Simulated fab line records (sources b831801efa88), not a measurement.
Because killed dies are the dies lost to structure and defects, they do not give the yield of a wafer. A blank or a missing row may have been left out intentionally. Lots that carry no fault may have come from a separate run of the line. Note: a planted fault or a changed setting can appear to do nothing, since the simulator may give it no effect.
8D (eight disciplines) problem report, filled in by code -- flow gf180mcu -- the parts of the form that need people (team, actions taken, sign-off) are left out

== 1. THE PROBLEM ==
V4_CVD_02_THK at GF_V4_THK_MEAS_03 reads a mean of 780 nm on 2 wafers of 1 lot; wafers without a fault read 852 nm with a standard deviation of 13. That is -5.5 standard deviations from the usual mean.
First observed at day 27 13:19: wafer L264.2, on filmMetro-01. At this step, 14 wafers from 5 lots have a number in the record. The rule behind "out" and "out of limits": a value lying over 4 standard deviations away from the usual mean. The other wafers with a number count as sound.

== 2. WHAT IT IS; WHAT IT IS NOT ==
question,is,is not
which readings at this step,V4_CVD_02_THK,-
which lots,L264,"L259, L260, L273, L274"
which wafers of those lots,all that have a number,-
read on which gauges,filmMetro-01,filmMetro-03
when,from day 27 13:19,"up to then (6 sound wafers); but 6 sound wafers of L273, L274 came after"

== 3. THE SUSPECTS, EACH WITH WHAT RULES IT OUT ==
Counting: any tool at a process step up to the reading is kept as a suspect provided that every lot that is out went through it and no sound lot did after the first of them.
- the gauge at GF_V4_THK_MEAS_03: kept. All the wafers that are out were read on filmMetro-01, and no step on other tools shows them out.
- rieMetal-03 at GF_M4_METAL_ETCH_16 (etches the open film in Cl2/BCl3, stops on SiO2, target depth 750.8 nm, time 125.1 s): kept. It ran the lot that is out, L264 (day 27 12:01), and no sound lot after that.
- plasmaAsher-02 at GF_M4_STRIP_17 (strips in O2/N2): ruled out as a lasting fault. The sound lots L274 went through it after L264, its earliest lot that is out (day 27 12:13).
- pecvd-04 at GF_V4_CVD_02 (deposits SiO2 from TEOS, target thk 850 nm, time 94.851 s): kept. It ran the lot that is out, L264 (day 27 13:14), and no sound lot after that; its last sound lot up to then is L260 (day 25 21:41).
Still standing after the count: rieMetal-03 at GF_M4_METAL_ETCH_16, pecvd-04 at GF_V4_CVD_02, filmMetro-01 at GF_V4_THK_MEAS_03.

== 4. THE CAUSE (what the simulator had put in) ==
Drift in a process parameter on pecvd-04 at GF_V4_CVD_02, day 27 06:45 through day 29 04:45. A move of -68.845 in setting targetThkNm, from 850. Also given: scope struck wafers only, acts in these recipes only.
This tool is one of the 3 suspects left after counting.

== 5. SEQUENCE OF EFFECTS, ordered by route ==
Each row: a reading whose mean over the struck wafers that have a number lies more than 3 standard deviations from the usual. Readings are gone through only where the record gives a usual standard deviation; hours: the median, over the lots, of the time from a lot's start at the first step in this table giving one to that lot's start at this step; sigmas: the change measured in usual standard deviations.
hours,step,reading,usual,on struck wafers,change,sigmas
0,GF_V4_THK_MEAS_03,V4_CVD_02_THK,852 nm,780,-72,-5.5
3,GF_V4_CMP_04,timeToEndpointS,80 s,56,-24,-3.9
Its process steps:
- GF_V4_CMP_04: polishes SiO2.
At these later measuring or inspecting steps, every struck wafer for which the step has a row has a number for every such reading, and none has moved that far: GF_V4_BOW_MEAS_05.

== 6. HOW IT WOULD HAVE BEEN CAUGHT EARLIER ==
In this record the first reading out of limits at a measuring or inspecting step was taken at day 27 13:19, 7 hours after the fault began at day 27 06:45.
Of the tool readings at GF_V4_CVD_02 for which the record gives a usual standard deviation, none was out on any struck wafer, so an alarm limit of 4 standard deviations on them would not have fired.
All the lots that are out (1) had begun GF_V4_CVD_02 on pecvd-04 by day 27 13:19. A hold on the tool at that time would have spared none of them.
